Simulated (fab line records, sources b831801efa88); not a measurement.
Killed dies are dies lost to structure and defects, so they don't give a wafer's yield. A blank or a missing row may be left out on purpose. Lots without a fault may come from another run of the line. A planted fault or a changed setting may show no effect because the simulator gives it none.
Which tool did it? | flow gf180mcu | 11 lots, 33 wafers sampled, at 3 steps of a route of 602

WHAT THE GAUGES READ, wafer by wafer
GF_VT_IMPLANT_RS_MEAS_47: measures by four-point-probe.
lot  | measured     | on            | NWELL_RS (ohm/sq)
L818 | day 7 11:59  | film_metro-01 | 489.2 490.9 490.0
L820 | day 7 23:47  | film_metro-02 | 487.3 486.5 486.7
L821 | day 8 09:26  | film_metro-01 | 490.0 489.4 489.8
L825 | day 9 13:47  | film_metro-03 | 487.4 488.4 489.3
L827 | day 10 07:57 | film_metro-03 | 487.7 488.5 490.2
L828 | day 10 12:17 | film_metro-03 | 487.2 485.5 488.3
L833 | day 11 17:47 | film_metro-01 | 496.3 498.5 497.0 497.3 498.3 497.5
L836 | day 12 13:37 | film_metro-01 | 497.7 500.6 497.8 498.5 500.8 497.5
L837 | day 12 22:08 | film_metro-02 | 488.0 489.1 488.1
L838 | day 13 04:30 | film_metro-03 | 489.2 489.6 488.6
L840 | day 13 18:29 | film_metro-01 | 488.9 489.9 490.1

WHICH TOOL RAN EACH LOT (tool, then ch and the chambers of the sampled wafers, then the start)
lot  | GF_NWELL_IMPLANT_08            | GF_LVPWELL_STRIP_10
L818 | implanter-04 ch 0, day 3 08:13 | plasma_asher-04 ch 0,1, day 3 21:27
L820 | implanter-02 ch 0, day 3 17:51 | plasma_asher-04 ch 0,1, day 4 06:41
L821 | implanter-03 ch 0, day 4 01:03 | plasma_asher-02 ch 0,1, day 4 14:17
L825 | implanter-04 ch 0, day 4 22:21 | plasma_asher-02 ch 0,1, day 5 12:59
L827 | implanter-04 ch 0, day 5 13:01 | plasma_asher-04 ch 0,1, day 6 04:10
L828 | implanter-03 ch 0, day 5 16:19 | plasma_asher-04 ch 1, day 6 07:20
L833 | implanter-04 ch 0, day 6 17:44 | plasma_asher-03 ch 0, day 7 09:13
L836 | implanter-04 ch 0, day 7 09:10 | plasma_asher-03 ch 0,1, day 8 01:40
L837 | implanter-03 ch 0, day 7 15:57 | plasma_asher-03 ch 0,1, day 8 08:40
L838 | implanter-03 ch 0, day 7 20:31 | plasma_asher-03 ch 0,1, day 8 13:25
L840 | implanter-02 ch 0, day 8 07:17 | plasma_asher-03 ch 0, day 9 01:04
- GF_NWELL_IMPLANT_08
- GF_LVPWELL_STRIP_10: strips in O2/N2.

THE ANSWER, worked out from the rows above alone
Rule: what is usual is taken from the lots themselves. Put in order of their means at a reading, lots are off if they are a third of the lots or fewer, leave a main group of 4 or more, and stand apart from it by a gap of 3 or more times the standard deviation of the main group's means; of several such gaps the widest counts. A main group whose means are all the same, to the digits that the tables above print for the reading, isn't used. A lot without any number at a reading at which 4 lots or more have one is off too. The other lots that the step has rows for count as sound.
Off: L833, L836, at GF_VT_IMPLANT_RS_MEAS_47 (NWELL_RS). The main group: mean 488.7 ohm/sq, standard deviation 1.1.
A tool fits if, at a process step before that reading, it ran every lot that is off, and no sound lot after the first of them. The gauges at GF_VT_IMPLANT_RS_MEAS_47 are tried like those tools. One fits: implanter-04 at GF_NWELL_IMPLANT_08. Its last sound lot is L827 (day 5 13:01), its first lot that is off L833 (day 6 17:44): a fault that began between those two fits.

WHAT THE SIMULATOR HAD PUT IN
Process parameter drift: implanter-04, from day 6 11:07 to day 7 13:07, at GF_NWELL_IMPLANT_08. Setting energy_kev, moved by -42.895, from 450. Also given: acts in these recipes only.
Lots struck among those shown: L833, L836. The rule above found the same.
